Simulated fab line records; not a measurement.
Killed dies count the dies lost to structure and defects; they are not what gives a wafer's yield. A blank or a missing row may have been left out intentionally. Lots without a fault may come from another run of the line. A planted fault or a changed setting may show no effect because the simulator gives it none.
Comparing a struck lot with a sound one ; flow sky130 ; 43 out of 708 route steps
Sound: wafers L830.1, L830.4, L830.6. Struck: wafers L831.1, L831.4, L831.5. The cause is given at the end.
Order at every step that has rows: each side's tool, ch and its chambers, its first start. Under that, the readings that differ: sound wafers ; struck wafers ; difference of the means ; sigmas: that difference in standard deviations of wafers without a fault.
alike: a reading whose means differ by less than 2 such deviations, as well as words and numbers matching on both sides. not compared: withheld readings; readings where some wafer has no value; bounds like >300 that might hide an equal value; numbers whose values overlap and for which the record gives no deviation.
Wherever a step has rows on one side only, a row that says differs or no value, or a row with sigmas, the two part there. When numbers do not overlap yet have no deviation, they are printed without sigmas and do not part them. A reading that every wafer of one side lacks parts them only if that side has two wafers or more.

first, 9 steps without rows for these wafers: SKY_CAP2M_CLEAN_17 (cleans in O3/DIW); SKY_METAL4_DEHYDRATE_05 (time 60 s); SKY_METAL4_HMDS_06 (prime time 60 s); SKY_METAL4_COAT_07 (resist thk 60 nm); SKY_METAL4_COAT_08 (resist thk 1140 nm); SKY_METAL4_SOFTBAKE_09 (time 90 s); SKY_METAL4_EXPOSE_10 (exposes mask MM4, target cd 300 nm); SKY_METAL4_PEB_11; SKY_METAL4_DEVELOP_12 (develop time 60 s).
SKY_METAL4_CD_MEAS_13: the cd target is 300 nm.
  sound on cd sem-02 at day 43 11:25; struck on cd sem-01 at day 43 15:02
  alike: cd nm
SKY_METAL4_OVL_MEAS_14:
  sound on overlay-02 at day 43 11:32; struck on overlay-02 at day 43 15:10
  alike: METAL4_OVL
then, 1 step without rows for these wafers: SKY_METAL4_DESCUM_15 (chemistry O2, time 8 s).
SKY_METAL4_ETCH_16: etches BARC in N2/H2, stops on SiO2, time 88.2 s, target depth 60 nm.
  sound on rie metal-03 ch 0,1, day 43 11:36; struck on rie metal-03 ch 0, day 43 15:13
  alike: drypump motor current A, oes product au, throttle valve pct
  not compared: rf hours counter h
SKY_METAL4_ETCH_17: etches SiO2 in C4F8/O2/Ar, stops on TiN, time 3.9 s, target depth 15 nm.
  sound on rie diel-02 ch 0,2, day 43 11:42; struck on rie diel-02 ch 0,2,3, day 43 15:19
  alike: oes product au
  not compared: rf hours counter h
SKY_METAL4_METAL_ETCH_18: etches the open film in Cl2/BCl3, stops on SiO2, target depth 845 nm, time 183.1 s.
  sound on rie metal-02 ch 0,1, day 43 11:43; struck on rie metal-02 ch 0, day 43 15:20
  alike: drypump motor current A, oes product au, throttle valve pct
  not compared: rf hours counter h
then, 5 steps without rows for these wafers: SKY_METAL4_STRIP_19 (strips in O2/N2); SKY_METAL4_STRIP_20 (strips in post etch residue remover, time 1200 s); SKY_METAL4_CLEAN_21 (cleans in IPA, time 180 s); SKY_METAL4_CLEAN_22 (cleans in O3/DIW); SKY_VIA4_HDPCVD_00 (deposits SiO2, target thk 1750 nm, time 291.7 s).
SKY_VIA4_THK_MEAS_01:
  sound on film metro-04 at day 43 12:42; struck on film metro-03 at day 43 16:17
  alike: VIA4_HDPCVD_THK
SKY_VIA4_CMP_02: polishes SiO2.
  sound on cmp-01 ch 0,1, day 43 13:14; struck on cmp-01 ch 0,2,3, day 43 16:21
  alike: motor current A
SKY_VIA4_BOW_MEAS_03:
  sound on film metro-01 at day 43 13:32; struck on film metro-04 at day 43 16:39
  alike: VIA4_BOW
then, 7 steps without rows for these wafers: SKY_VIA4_DEHYDRATE_04 (time 60 s); SKY_VIA4_HMDS_05 (prime time 60 s); SKY_VIA4_COAT_06 (resist thk 1140 nm); SKY_VIA4_SOFTBAKE_07 (time 60 s); SKY_VIA4_EXPOSE_08 (exposes mask VIM4, target cd 800 nm); SKY_VIA4_PEB_09; SKY_VIA4_DEVELOP_10 (develop time 60 s).
SKY_VIA4_OVL_MEAS_11:
  sound on overlay-02 at day 44 11:53; struck on overlay-01 at day 44 14:43
  alike: VIA4_OVL
then, 1 step without rows for these wafers: SKY_VIA4_ETCH_12 (etches SiO2 in C4F8/O2/Ar, stops on TiN, target depth 580 nm).
SKY_VIA4_STRIP_13: strips in O2/N2.
  sound on plasma asher-02 ch 0,1, day 44 12:00; struck on plasma asher-02 ch 0, day 44 14:50
  alike: drypump motor current A, oes product au, strip time to endpoint s
  not compared: rf hours counter h
then, 5 steps without rows for these wafers: SKY_VIA4_STRIP_14 (strips in post etch residue remover, time 1200 s); SKY_VIA4_CLEAN_15 (cleans in IPA, time 180 s); SKY_VIA4_CLEAN_16 (cleans in O3/DIW); SKY_VIA4_SPUTTER_17 (material TiN, target thk 20 nm, time 80 s); SKY_VIA4_CVD_18 (deposits W, target thk 505 nm, time 152.14 s).
SKY_VIA4_RS_MEAS_19: measures by four-point-probe.
  sound on film metro-01 at day 44 12:48; struck on film metro-01 at day 44 15:40
  alike: VIA4_W_RS
SKY_VIA4_THK_MEAS_20: measures by xrf.
  sound on film metro-01 at day 44 12:55; struck on film metro-01 at day 44 15:47
  alike: VIA4_W_THK
SKY_VIA4_CMP_21: polishes, stops on SiO2, t overpolish 25 s, target thk 0 nm.
  sound on cmp-02 ch 0,2,3, day 44 12:59; struck on cmp-01 ch 0,2,3, day 44 15:54
  alike: motor current A, overpolish run s, time to endpoint s
then, 1 step without rows for these wafers: SKY_METAL5_SPUTTER_00 (material Ti, target thk 15 nm, time 10 s).
-- the record jumps here: 3 days lie between the struck wafers' starts before and after (it left off in module METAL5 and takes up again in module PAD_OPEN, whose first step shown is number 708 of the route) --
SKY_PAD_OPEN_PROBE_99:
  sound on prober-01 at day 47 08:11; struck on prober-02 at day 47 09:11
reading;sound;struck;difference;sigmas
defect limited yield (%);85.4 80.3 83.7;75.8 74.4 74.2;-8.3;-4
killed_at_M4_up;1 0 2;45 41 48;+44;+26
killed dies;72 97 80;119 126 127;+41;+4
sort_bin_3_pad_short (%);0.6 0.4 0.8;3.9 3.5 4.5;+3.4;+8
sort_bin_5_function (%);7.9 14.6 10.4;14.2 16.3 13.2;+3.6;+2
sort n pass;420 395 412;373 366 365;-41;-4
sort yield pct (%);85.4 80.3 83.7;75.8 74.4 74.2;-8.3;-4
model.etest.tester.sort n pass;420 395 412;373 366 365;-41;
model.etest.tester.sort yield pct (%);85.37 80.28 83.74;75.81 74.39 74.19;-8.33;
model.etest.tester.sort_bin_3_pct (%);0.6098 0.4065 0.813;3.862 3.455 4.472;+3.320;
  alike: killed_at_M0_to_M3, killed at contacts, killed at front end, killed at other, killed open, killed short, sort_bin_6_memory
  not compared: model.etest.tester.sort_bin_5_pct

WHERE THEY PART
SKY_PAD_OPEN_PROBE_99 only, going by this record.

WHY: whatever the simulator had introduced
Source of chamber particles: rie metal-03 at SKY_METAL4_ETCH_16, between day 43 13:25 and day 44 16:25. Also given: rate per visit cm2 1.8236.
